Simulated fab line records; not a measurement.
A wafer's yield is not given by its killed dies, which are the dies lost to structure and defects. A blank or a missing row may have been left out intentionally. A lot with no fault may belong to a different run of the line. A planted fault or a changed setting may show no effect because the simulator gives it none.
fab line records	flow sky130
record lots=6	wafers=18	lastDay=49
route steps=708 shown POLY_GATE@227 LDD_N@237 PAD_OPEN@708
lots untouched by any fault: they come from a run of this same line in which no faults occurred
startH: hours from the record's opening day to when the first of the lot's shown wafers began	waitH: hours from the lot's prior step to this one	" identical to the entry in the row above	L1.1+2: a row that stands for several wafers	- no value, or no start was given	* or withheld: withheld	< > ~ a bound
route shown NAME@n: NAME is a module with steps in the file, n the number in the route of the first one	usual: mean and standard deviation over wafers with no fault	same: alike in all rows	chamber/n: place in a boat	sites: readings site by site	_std_site: their standard deviation	_edge_site: the outer-site mean with the inner-site mean subtracted	radiusMm: how far each site lies from the wafer's centre	mask NAME#n: copy n	behind: the tool/chamber that last shaped the wafer	hold: what put the lot on hold/how long, in hours/how the hold closed	device: names the non-switching transistor (n, p or np)	end of line: tests of these same wafers at the route's end	a step with no rows: only its recipe	killed: at the first sort, the dies lost to defects and structure; wafer yield is something else	map: shows each die of a wafer: x if killed, . if not, _ if none is there
set.NAME: setting as actually run; set.NAME@STEP: the setting as run at that earlier step	model.NAME: the simulator's own value behind a step, which no gauge read
certain route steps with their lots: each step a table, each wafer a row
services: when a tool's chamber went out of use (startH, in hours from the record's first day, below 0 if earlier), for how many hours, and the reason
## steps
# step SKY_POLY_GATE_CD_MEAS_13
# recipe targetCdNm=150
# usual cdNm=149.4/1.5
lot.wafer	tool	chamber	startH	waitH	cdNm
L738.2	cdSem-01	-	374.21	-	148.3
L738.5	"	-	"	"	150.7
L738.6	"	-	"	"	148.5
L739.3	cdSem-01	-	374.47	-	150.1
L739.4	"	-	"	"	150.5
L739.6	"	-	"	"	150.6
L749.3	cdSem-02	-	476.03	-	150.2
L749.4	"	-	"	"	150.5
L749.5	"	-	"	"	151.0
L751.1	cdSem-02	-	490.70	-	148.5
L751.2	"	-	"	"	147.3
L751.5	"	-	"	"	147.8
L755.3	cdSem-02	-	522.19	-	149.9
L755.4	"	-	"	"	151.8
L755.6	"	-	"	"	150.5
L757.2	cdSem-01	-	539.94	-	148.5
L757.4	"	-	"	"	148.8
L757.5	"	-	"	"	150.5
# step SKY_POLY_GATE_OVL_MEAS_14
# usual POLY_GATE_OVL=3/4.6
lot.wafer	tool	chamber	startH	waitH	POLY_GATE_OVL[nm]
L738.2	overlay-01	-	374.32	0.1	8
L738.5	"	-	"	"	7
L738.6	"	-	"	"	6
L739.3	overlay-01	-	374.56	0.1	-1
L739.4	"	-	"	"	5
L739.6	"	-	"	"	5
L749.3	overlay-01	-	476.13	0.1	2
L749.4	"	-	"	"	8
L749.5	"	-	"	"	7
L751.1	overlay-02	-	490.82	0.1	9
L751.2	"	-	"	"	10
L751.5	"	-	"	"	6
L755.3	overlay-01	-	522.28	0.1	-5
L755.4	"	-	"	"	0
L755.6	"	-	"	"	8
L757.2	overlay-02	-	540.05	0.1	-6
L757.4	"	-	"	"	2
L757.5	"	-	"	"	-6
# step SKY_POLY_GATE_ETCH_15
# recipe chemistry=N2/H2	target=BARC	ionEnergyEv=200	sourceW=500	biasW=100	pressureMtorr=30	n2FlowSccm=100	h2FlowSccm=200	stopOn=SiO2	timeS=118.5	targetDepthA=1100
# usual drypumpMotorCurrentA=5.5/0.43	oesProductAu=0.716/0.0049	throttleValvePct=13.214/0.0099
lot.wafer	tool	chamber	startH	waitH	drypumpMotorCurrentA	oesProductAu	rfHoursCounterH	throttleValvePct
L738.2	rieDiel-03	0	374.35	0.0	5.3	0.711	95	13.213
L738.5	"	1	"	"	6.3	0.716	-	13.211
L738.6	"	0	"	"	5.3	0.709	-	13.220
L739.3	rieDiel-04	1	374.58	0.0	5.6	0.717	68	13.227
L739.4	"	0	"	"	4.9	0.717	3	13.199
L739.6	"	2	"	"	5.7	0.712	-	13.219
L749.3	rieDiel-03	2	476.15	0.0	6.1	0.713	7	13.204
L749.4	"	3	"	"	5.1	0.725	-	13.214
L749.5	"	1	"	"	6.3	0.721	-	13.215
L751.1	rieDiel-03	2	490.86	0.0	6.1	0.711	7	13.223
L751.2	"	1	"	"	6.2	0.722	8	13.209
L751.5	"	0	"	"	5.3	0.718	-	13.203
L755.3	rieDiel-02	0	522.31	0.0	5.3	0.710	22	13.197
L755.4	"	1	"	"	5.9	0.721	10	13.215
L755.6	"	0	"	"	5.3	0.717	-	13.201
L757.2	rieDiel-02	3	540.08	0.0	5.2	0.715	31	13.207
L757.4	"	2	"	"	5.3	0.705	51	13.217
L757.5	"	2	"	"	5.3	0.718	-	13.196
# step SKY_POLY_GATE_ETCH_16
# recipe stopOn=poly-Si	chemistry=CH3F/O2	target=Si3N4	sourceW=400	biasW=80	pressureMtorr=25	ch3fFlowSccm=40	O2_flow_sccm=30	timeS=147.5	targetDepthA=750
# usual drypumpMotorCurrentA=5.5/0.43	oesProductAu=0.638/0.0053	throttleValvePct=10.535/0.009
lot.wafer	tool	chamber	startH	waitH	drypumpMotorCurrentA	oesProductAu	rfHoursCounterH	throttleValvePct
L738.2	rieDiel-03	0	374.43	0.0	5.3	0.633	95	10.544
L738.5	"	1	"	"	6.2	0.643	-	10.547
L738.6	"	0	"	"	5.3	0.639	-	10.529
L739.3	rieDiel-04	1	374.66	0.0	5.6	0.638	68	10.521
L739.4	"	0	"	"	4.9	0.638	3	10.535
L739.6	"	2	"	"	5.7	0.637	-	10.540
L749.3	rieDiel-03	2	476.23	0.0	6.1	0.632	7	10.530
L749.4	"	3	"	"	5.0	0.641	-	10.543
L749.5	"	1	"	"	6.2	0.636	-	10.537
L751.1	rieDiel-03	2	490.94	0.0	6.1	0.630	7	10.532
L751.2	"	1	"	"	6.3	0.634	8	10.524
L751.5	"	0	"	"	5.3	0.641	-	10.545
L755.3	rieDiel-02	0	522.39	0.0	5.3	0.634	22	10.533
L755.4	"	1	"	"	6.0	0.641	10	10.536
L755.6	"	0	"	"	5.3	0.643	-	10.549
L757.2	rieDiel-02	3	540.16	0.0	5.2	0.634	31	10.535
L757.4	"	2	"	"	5.3	0.638	51	10.553
L757.5	"	2	"	"	5.3	0.644	-	10.539
# step SKY_POLY_GATE_ETCH_17
# recipe targetDepthNm=180	stopOn=SiO2	overEtchFrac=0.56667	chemistry=HBr/Cl2	target=poly-Si	icpW=400	biasW=100	pressureMtorr=10	HBr_flow_sccm=150	Cl2_flow_sccm=50	timeS=70.5
# usual drypumpMotorCurrentA=5.8/0.54	mfcCl2Sccm=49.97/0.14	oesProductAu=0.981/0.0087	throttleValvePct=33.684/0.0085
lot.wafer	tool	chamber	startH	waitH	drypumpMotorCurrentA	mfcCl2Sccm	oesProductAu	rfHoursCounterH	throttleValvePct
L738.2	rieSi-01	3	374.53	0.0	5.8	49.87	0.981	63	33.690
L738.5	"	1	"	"	6.4	50.04	0.963	-	33.687
L738.6	"	2	"	"	5.9	50.08	0.982	-	33.674
L739.3	rieSi-02	0	374.76	0.0	5.3	50.33	0.994	0	33.686
L739.4	"	3	"	"	6.7	49.74	0.977	28	33.687
L739.6	"	0	"	"	5.3	50.09	0.984	-	33.672
L749.3	rieSi-01	0	476.33	0.0	5.2	49.98	0.977	2	33.695
L749.4	"	1	"	"	6.4	49.90	0.969	-	33.670
L749.5	"	0	"	"	5.2	49.91	0.978	-	33.684
L751.1	rieSi-01	2	491.04	0.0	5.9	49.96	0.982	28	33.672
L751.2	"	0	"	"	5.2	50.03	0.976	2	33.686
L751.5	"	0	"	"	5.2	50.15	0.982	-	33.683
L755.3	rieSi-01	2	522.49	0.0	5.8	49.82	0.980	28	33.699
L755.4	"	0	"	"	5.2	49.96	0.982	2	33.681
L755.6	"	1	"	"	6.4	49.96	0.977	-	33.677
L757.2	rieSi-01	3	540.26	0.0	5.7	49.94	0.989	0	33.692
L757.4	"	0	"	"	5.3	49.99	0.981	2	33.681
L757.5	"	1	"	"	6.4	49.88	0.982	-	33.669
# step SKY_POLY_GATE_STRIP_18
# recipe chemistry=O2/N2	powerW=1400	pressureMtorr=1500	platenTempC=withheld	o2FlowSccm=3000	n2FlowSccm=300	overashFraction=0.5
# usual drypumpMotorCurrentA=5.7/0.6	oesProductAu=0.362/0.0045	stripTimeToEndpointS=3.19/0.039
# same overashFraction=0.5
lot.wafer	tool	chamber	startH	waitH	drypumpMotorCurrentA	oesProductAu	rfHoursCounterH	stripTimeToEndpointS
L738.2	plasmaAsher-02	0	374.59	0.0	6.1	0.364	72	3.19
L738.5	"	1	"	"	4.8	0.355	-	3.17
L738.6	"	0	"	"	6.1	0.363	-	3.19
L739.3	plasmaAsher-03	0	374.85	0.1	5.5	0.355	-	3.23
L739.4	"	1	"	"	5.8	0.362	-	3.27
L739.6	"	0	"	"	5.5	0.358	-	3.19
L749.3	plasmaAsher-02	1	476.42	0.1	4.8	0.368	-	3.25
L749.4	"	0	"	"	6.0	0.360	-	3.24
L749.5	"	0	"	"	6.1	0.365	-	3.21
L751.1	plasmaAsher-02	1	491.10	0.0	4.8	0.360	83	3.21
L751.2	"	0	"	"	6.0	0.367	83	3.21
L751.5	"	1	"	"	4.8	0.358	-	3.22
L755.3	plasmaAsher-03	1	522.58	0.1	5.8	0.366	-	3.24
L755.4	"	0	"	"	5.4	0.366	-	3.17
L755.6	"	1	"	"	5.8	0.360	-	3.22
L757.2	plasmaAsher-04	0	540.32	0.0	6.4	0.357	63	3.16
L757.4	"	0	"	"	6.4	0.360	-	3.14
L757.5	"	0	"	"	6.4	0.359	-	3.15
# step SKY_POLY_GATE_CLEAN_19
# recipe chemistry=SC1/SC2	mix=1:4:20	tempC=70	timeS=150	dry=n2Spin
# step SKY_POLY_GATE_OXIDATION_20
# recipe tempC=850	ambient=O2	stabiliseS=600	purgeS=300	targetThkA=40	oxTimeS=899
# step SKY_POLY_GATE_THK_MEAS_21
# recipe reads=SiO2_of_POLY_GATE_OXIDATION_20
# usual POLY_GATE_OXIDATION_THK=4.02/0.076
lot.wafer	tool	chamber	startH	waitH	POLY_GATE_OXIDATION_THK[nm]
L738.2	filmMetro-02	-	376.00	0.0	4.08
L738.5	"	-	"	"	4.15
L738.6	"	-	"	"	4.14
L739.3	filmMetro-01	-	376.35	0.0	4.10
L739.4	"	-	"	"	4.14
L739.6	"	-	"	"	4.03
L749.3	filmMetro-04	-	477.97	0.0	3.92
L749.4	"	-	"	"	3.99
L749.5	"	-	"	"	3.90
L751.1	filmMetro-04	-	492.50	0.0	4.05
L751.2	"	-	"	"	4.01
L751.5	"	-	"	"	4.09
L755.3	filmMetro-01	-	523.97	0.0	3.96
L755.4	"	-	"	"	3.95
L755.6	"	-	"	"	3.96
L757.2	filmMetro-02	-	541.84	0.0	4.09
L757.4	"	-	"	"	4.10
L757.5	"	-	"	"	4.15
# step SKY_POLY_GATE_CD_MEAS_22
# usual cdNm=150/3.4
lot.wafer	tool	chamber	startH	waitH	cdNm
L738.2	cdSem-02	-	376.07	0.1	149
L738.5	"	-	"	"	153
L738.6	"	-	"	"	155
L739.3	cdSem-01	-	376.45	0.1	149
L739.4	"	-	"	"	150
L739.6	"	-	"	"	154
L749.3	cdSem-01	-	478.09	0.1	156
L749.4	"	-	"	"	156
L749.5	"	-	"	"	152
L751.1	cdSem-02	-	492.56	0.1	153
L751.2	"	-	"	"	148
L751.5	"	-	"	"	151
L755.3	cdSem-02	-	524.07	0.1	147
L755.4	"	-	"	"	155
L755.6	"	-	"	"	147
L757.2	cdSem-01	-	541.91	0.1	152
L757.4	"	-	"	"	151
L757.5	"	-	"	"	150
# step SKY_LDD_N_DEHYDRATE_00
# recipe tempC=200	timeS=60
# step SKY_LDD_N_HMDS_01
# recipe primeTimeS=60	primeTempC=120
# step SKY_LDD_N_COAT_02
# recipe resist=NOVOLAK	spinRpm=3000	resistThkNm=300
# usual chillPlateTempC=23.01/0.1	dispensePressureKPa=51.5/2.8	exhaustPa=45.2/0.99	resistLineTempC=22.99/0.11
lot.wafer	tool	chamber	startH	waitH	chillPlateTempC	dispensePressureKPa	exhaustPa	resistLineTempC	model.NOVOLAK_of_LDD_N_COAT_02.thkNm
L738.2	lithoTrack-04	0	390.10	0.1	22.93	52.8	44.1	23.00	299.1
L738.5	"	0	"	"	22.78	52.8	45.7	22.91	300.3
L738.6	"	0	"	"	22.98	52.8	45.2	22.88	298.3
L739.3	lithoTrack-01	0	390.61	0.1	23.09	46.7	45.9	23.01	301.2
L739.4	"	0	"	"	23.13	46.7	47.3	23.01	300.8
L739.6	"	0	"	"	23.05	46.7	44.6	23.17	302
L749.3	lithoTrack-04	0	492.98	0.1	22.89	52.9	43.4	22.91	312.6
L749.4	"	0	"	"	22.97	52.9	44.8	22.96	312.8
L749.5	"	0	"	"	23.11	52.9	43.9	23.00	312.5
L751.1	lithoTrack-04	0	507.78	0.1	23.06	52.9	46.7	22.93	312.7
L751.2	"	0	"	"	23.08	52.9	46.3	22.94	312.7
L751.5	"	0	"	"	23.02	52.9	46.1	22.98	312.9
L755.3	lithoTrack-03	0	538.89	0.1	23.22	53.5	44.0	23.04	300.4
L755.4	"	0	"	"	22.97	53.5	44.9	22.81	300.1
L755.6	"	0	"	"	23.14	53.5	43.8	23.05	299.6
L757.2	lithoTrack-03	0	556.62	0.1	23.13	53.5	44.7	22.93	299.8
L757.4	"	0	"	"	23.05	53.5	45.6	23.03	299.5
L757.5	"	0	"	"	22.89	53.5	45.5	23.04	299.4
# step SKY_LDD_N_SOFTBAKE_03
# recipe tempC=90	timeS=60	resist=NOVOLAK
# step SKY_LDD_N_EXPOSE_04
# recipe maskId=NTM	targetCdNm=840	na=0.6	sourceShape=conventional	sigmaOuter=0.6	doseMj=110
# step SKY_LDD_N_PEB_05
# recipe tempC=withheld	timeS=*	resist=NOVOLAK
# step SKY_LDD_N_DEVELOP_06
# recipe developTimeS=60	devTempC=23
# usual chillPlateTempC=23.00/0.11	developerTempC=23.02/0.084	exhaustPa=45.1/0.89	resistLineTempC=23.00/0.1
lot.wafer	tool	chamber	startH	waitH	chillPlateTempC	developerTempC	exhaustPa	resistLineTempC	model.NOVOLAK_of_LDD_N_COAT_02.thkNm
L738.2	lithoTrack-01	0	404.79	0.1	23.01	22.88	45.9	23.05	298.6
L738.5	"	0	"	"	22.99	23.00	45.3	23.18	299.9
L738.6	"	0	"	"	23.07	22.97	45.1	23.11	297.9
L739.3	lithoTrack-01	0	405.11	0.1	23.25	23.18	45.3	22.87	300.8
L739.4	"	0	"	"	23.11	23.05	46.6	23.12	300.4
L739.6	"	0	"	"	23.14	22.99	44.5	23.04	301.6
L749.3	lithoTrack-03	0	507.79	0.1	23.05	23.10	46.2	23.04	312.2
L749.4	"	0	"	"	23.21	23.08	46.6	22.97	312.3
L749.5	"	0	"	"	22.95	22.99	45.4	22.93	312.1
L751.1	lithoTrack-03	0	522.99	0.1	22.93	23.01	42.6	23.10	312.3
L751.2	"	0	"	"	22.95	23.00	44.4	23.21	312.3
L751.5	"	0	"	"	22.97	23.00	43.8	23.07	312.4
L755.3	lithoTrack-04	0	553.97	0.1	23.05	23.14	43.8	23.00	300
L755.4	"	0	"	"	23.09	22.90	45.1	23.02	299.7
L755.6	"	0	"	"	23.02	23.01	44.1	23.02	299.1
L757.2	lithoTrack-01	0	571.49	0.1	22.94	23.07	44.1	23.12	299.3
L757.4	"	0	"	"	22.88	23.09	45.3	23.01	299.1
L757.5	"	0	"	"	22.94	23.00	45.3	23.05	299
# step SKY_LDD_N_OVL_MEAS_07
# usual LDD_N_OVL=-0.4/1.4
lot.wafer	tool	chamber	startH	waitH	LDD_N_OVL[nm]
L738.2	overlay-01	-	404.92	0.1	-0.9
L738.5	"	-	"	"	-1.8
L738.6	"	-	"	"	-3.2
L739.3	overlay-01	-	405.22	0.1	-2.0
L739.4	"	-	"	"	-1.7
L739.6	"	-	"	"	-3.7
L749.3	overlay-01	-	507.91	0.1	-0.9
L749.4	"	-	"	"	0.0
L749.5	"	-	"	"	0.2
L751.1	overlay-01	-	523.14	0.1	-3.1
L751.2	"	-	"	"	-2.4
L751.5	"	-	"	"	0.0
L755.3	overlay-02	-	554.09	0.1	0.9
L755.4	"	-	"	"	0.5
L755.6	"	-	"	"	-0.6
L757.2	overlay-01	-	571.62	0.1	-0.7
L757.4	"	-	"	"	-1.0
L757.5	"	-	"	"	-2.2
# step SKY_LDD_N_IMPLANT_08
# recipe species=As	energyKev=20	doseCm2=7.5e+13	tiltDeg=withheld	rotationDeg=23
# step SKY_LDD_N_IMPLANT_09
# recipe species=As	energyKev=20	doseCm2=7.5e+13	tiltDeg=withheld	rotationDeg=113
# step SKY_LDD_N_IMPLANT_10
# recipe species=As	energyKev=20	doseCm2=7.351e+13	tiltDeg=withheld	rotationDeg=203
# step SKY_LDD_N_IMPLANT_11
# recipe species=As	energyKev=20	doseCm2=7.5e+13	tiltDeg=withheld	rotationDeg=293
# step SKY_LDD_N_IMPLANT_12
# recipe species=BF2	energyKev=50	doseCm2=5e+12	tiltDeg=30	rotationDeg=0
# step SKY_LDD_N_IMPLANT_13
# recipe species=BF2	energyKev=50	doseCm2=5e+12	tiltDeg=30	rotationDeg=90
# step SKY_LDD_N_IMPLANT_14
# recipe species=BF2	energyKev=50	doseCm2=5e+12	tiltDeg=30	rotationDeg=180
# step SKY_LDD_N_IMPLANT_15
# recipe species=BF2	energyKev=50	doseCm2=5e+12	tiltDeg=30	rotationDeg=270
# step SKY_LDD_N_STRIP_16
# recipe chemistry=O2/N2	powerW=1400	pressureMtorr=1500	platenTempC=withheld	o2FlowSccm=3000	n2FlowSccm=300	overashFraction=0.5
# usual drypumpMotorCurrentA=5.9/0.65	oesProductAu=0.407/0.0047	stripTimeToEndpointS=4.312/0.014
# same overashFraction=0.5
lot.wafer	tool	chamber	startH	waitH	drypumpMotorCurrentA	oesProductAu	rfHoursCounterH	stripTimeToEndpointS
L738.2	plasmaAsher-02	0	406.15	0.1	6.1	0.405	75	4.292
L738.5	"	0	"	"	6.1	0.409	-	4.318
L738.6	"	1	"	"	4.8	0.409	-	4.293
L739.3	plasmaAsher-04	0	406.48	0.1	6.4	0.411	-	4.335
L739.4	"	1	"	"	6.2	0.414	-	4.327
L739.6	"	1	"	"	6.2	0.410	-	4.330
L749.3	plasmaAsher-01	1	509.17	0.1	5.1	0.416	-	4.468
L749.4	"	0	"	"	6.5	0.417	-	4.462
L749.5	"	1	"	"	5.1	0.418	-	4.472
L751.1	plasmaAsher-04	0	524.38	0.1	6.4	0.414	61	4.476
L751.2	"	1	"	"	6.2	0.413	61	4.473
L751.5	"	1	"	"	6.2	0.413	-	4.472
L755.3	plasmaAsher-01	0	555.34	0.1	6.5	0.409	-	4.331
L755.4	"	1	"	"	5.0	0.401	-	4.300
L755.6	"	1	"	"	5.1	0.413	-	4.302
L757.2	plasmaAsher-01	1	572.85	0.1	5.0	0.404	47	4.305
L757.4	"	1	"	"	5.1	0.399	-	4.301
L757.5	"	1	"	"	5.0	0.398	-	4.292
# step SKY_LDD_N_TW_MEAS_17
# usual LDD_N_TW=2559/20
lot.wafer	tool	chamber	startH	waitH	LDD_N_TW
L738.2	filmMetro-03	-	406.26	0.1	2553
L738.5	"	-	"	"	2566
L738.6	"	-	"	"	2570
L739.3	filmMetro-01	-	406.57	0.1	2622
L739.4	"	-	"	"	2633
L739.6	"	-	"	"	2617
L749.3	filmMetro-02	-	509.26	0.1	2557
L749.4	"	-	"	"	2554
L749.5	"	-	"	"	2572
L751.1	filmMetro-03	-	524.48	0.1	2548
L751.2	"	-	"	"	2560
L751.5	"	-	"	"	2559
L755.3	filmMetro-01	-	555.43	0.1	2544
L755.4	"	-	"	"	2541
L755.6	"	-	"	"	2542
L757.2	filmMetro-01	-	572.96	0.1	2551
L757.4	"	-	"	"	2533
L757.5	"	-	"	"	2539
# step SKY_PAD_OPEN_PROBE_99
# usual killed_at_M0_to_M3=43/6.6	killed_at_M4_up=3.0/1.7	killedAtContacts=24/5.4	killedAtFrontEnd=16/4.6	killedAtOther=0.3/0.53	killedDies=87/9.7	killedOpen=47/7.3	killedShort=39/6.5
# same grossDies=492	killedAtBackSide=0
lot.wafer	tool	chamber	startH	waitH	killed_at_M0_to_M3	killed_at_M4_up	killedAtContacts	killedAtFrontEnd	killedAtOther	killedDies	killedOpen	killedShort
L739.3	prober-02	-	1077.81	0.2	50	4	17	13	0	84	41	43
L739.4	prober-02	-	1077.86	0.2	47	2	20	17	0	86	54	32
L739.6	prober-02	-	1077.96	0.2	44	2	22	16	0	84	48	36
L749.3	prober-01	-	1145.71	0.2	45	0	32	19	0	96	52	44
L749.4	prober-01	-	1145.76	0.2	54	2	29	21	0	106	55	51
L749.5	prober-01	-	1145.81	0.2	44	0	30	11	0	85	50	35
L757.2	prober-01	-	1182.73	0.1	35	3	33	20	0	91	53	38
L757.4	prober-01	-	1182.83	0.2	43	3	26	22	0	94	63	31
L757.5	prober-01	-	1182.88	0.2	43	4	31	15	0	93	49	44
# killed by level:class
L739.3 VIA1:geometricParticle:open=11 METAL2:geometricParticle:short=8 VIA3:geometricParticle:open=7 VIA1:geometricParticle:short=6 CONTACT:geometricParticle:open=5 CONTACT:geometricParticle:short=4 VIA2:geometricParticle:open=4 VIA2:geometricParticle:short=4
L739.4 VIA1:geometricParticle:open=17 CONTACT:geometricParticle:open=9 VIA3:geometricParticle:open=7 METAL1:geometricParticle:short=6 FIELD_ISO:geometricParticle:open=5 LI_CONTACT:geometricParticle:open=5 VIA2:geometricParticle:open=5 METAL2:geometricParticle:short=4
L739.6 VIA1:geometricParticle:open=11 CONTACT:geometricParticle:open=9 FIELD_ISO:geometricParticle:open=8 VIA2:geometricParticle:open=7 LOCAL_INTERCONNECT:geometricParticle:short=6 METAL2:geometricParticle:short=6 LI_CONTACT:geometricParticle:open=4 VIA1:geometricParticle:short=4
L749.3 CONTACT:geometricParticle:open=10 CONTACT:geometricParticle:short=9 VIA1:geometricParticle:open=9 METAL2:geometricParticle:short=8 POLY_GATE:geometricParticle:open=6 LI_CONTACT:geometricParticle:open=6 FIELD_ISO:geometricParticle:short=5 LOCAL_INTERCONNECT:geometricParticle:short=5
L749.4 METAL2:geometricParticle:short=13 CONTACT:geometricParticle:open=12 VIA1:geometricParticle:open=10 VIA2:geometricParticle:open=10 FIELD_ISO:geometricParticle:open=6 FIELD_ISO:geometricParticle:short=5 POLY_GATE:geometricParticle:open=5 LI_CONTACT:geometricParticle:open=5
L749.5 VIA1:geometricParticle:open=13 VIA2:geometricParticle:open=10 CONTACT:geometricParticle:open=9 LI_CONTACT:geometricParticle:open=8 LI_CONTACT:geometricParticle:short=5 POLY_GATE:geometricParticle:short=4 VIA3:geometricParticle:open=4 VIA1:geometricParticle:short=4
L757.2 VIA1:geometricParticle:open=12 LI_CONTACT:geometricParticle:open=11 FIELD_ISO:geometricParticle:short=8 CONTACT:geometricParticle:short=7 CONTACT:geometricParticle:open=6 VIA3:geometricParticle:open=6 FIELD_ISO:geometricParticle:open=5 POLY_GATE:geometricParticle:open=4
L757.4 CONTACT:geometricParticle:open=12 VIA1:geometricParticle:open=10 LI_CONTACT:geometricParticle:open=9 METAL1:geometricParticle:short=7 FIELD_ISO:geometricParticle:open=6 VIA1:geometricParticle:short=6 VIA2:geometricParticle:open=6 VIA3:geometricParticle:open=5
L757.5 VIA1:geometricParticle:open=16 LI_CONTACT:geometricParticle:open=9 METAL3:geometricParticle:short=7 CONTACT:geometricParticle:open=6 LOCAL_INTERCONNECT:geometricParticle:short=5 LI_CONTACT:geometricParticle:short=5 CONTACT:geometricParticle:short=5 METAL2:geometricParticle:short=5
## services
tool	chamber	startH	hours	kind
rieDiel-04	-	358.56	4.2	repair
plasmaAsher-02	-	363.64	3.6	repair
rieDiel-03	-	404.92	1.1	repair
rieDiel-04	2	405.58	17.9	repair
plasmaAsher-03	-	421.25	9.0	pm
rieDiel-04	-	426.04	0.4	repair
plasmaAsher-02	-	431.49	0.4	repair
rieDiel-04	-	447.37	2.8	pm
plasmaAsher-02	-	449.20	8.6	repair
rieDiel-04	0	450.88	2.9	repair
rieDiel-03	-	453.68	0.9	repair
rieDiel-03	1	457.64	4.5	repair
rieDiel-03	3	458.87	4.9	repair
plasmaAsher-04	-	468.96	1.8	repair
plasmaAsher-04	-	472.27	0.7	repair
rieDiel-03	3	478.72	16.9	repair
rieDiel-03	2	499.63	2.6	repair
plasmaAsher-01	-	510.23	1.9	repair
rieDiel-03	0	514.69	16.2	repair
plasmaAsher-03	-	525.57	2.8	pm
rieDiel-04	2	534.73	7.9	repair
rieDiel-02	-	535.45	0.4	repair
plasmaAsher-04	-	538.56	1.7	repair
plasmaAsher-02	-	571.81	1.7	repair
## key
firstSign step=SKY_LDD_N_STRIP_16	reading=stripTimeToEndpointS	direction=up	sigmas=11	usual=*	struck=*
effect none on later readings
modelEffect step=SKY_LDD_N_COAT_02	value=NOVOLAK_of_LDD_N_COAT_02.thkNm	without=300.9	struck=312.7
modelEffect step=SKY_LDD_N_DEVELOP_06	value=NOVOLAK_of_LDD_N_COAT_02.thkNm	without=300.4	struck=312.3
metAt SKY_LDD_N_COAT_02
struckWafers L749.3,L749.4,L749.5,L751.1,L751.2,L751.5
testerLeftOut L749,L751
onsetBetween 390.10 492.98
alsoFits SKY_POLY_GATE_ETCH_15:rieDiel-03,SKY_POLY_GATE_ETCH_16:rieDiel-03,SKY_POLY_GATE_STRIP_18:plasmaAsher-02,SKY_LDD_N_DEVELOP_06:lithoTrack-03
fault kind=processParameterDrift	tool=lithoTrack-04	chamber=-	onsetH=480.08	steps=SKY_LDD_N_COAT_02	channel=resistThkNm	offset=11.79	shape=step	endH=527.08	actsIn=theseRecipesOnly	stated=300
# testerLeftOut: of these lots the tester's yield and bins aren't shown, on N5 and GAA mostly nor the transistor test; their killed dies are dies lost to structure and defects alone, not to doping, threshold or leakage, so they don't give the yield
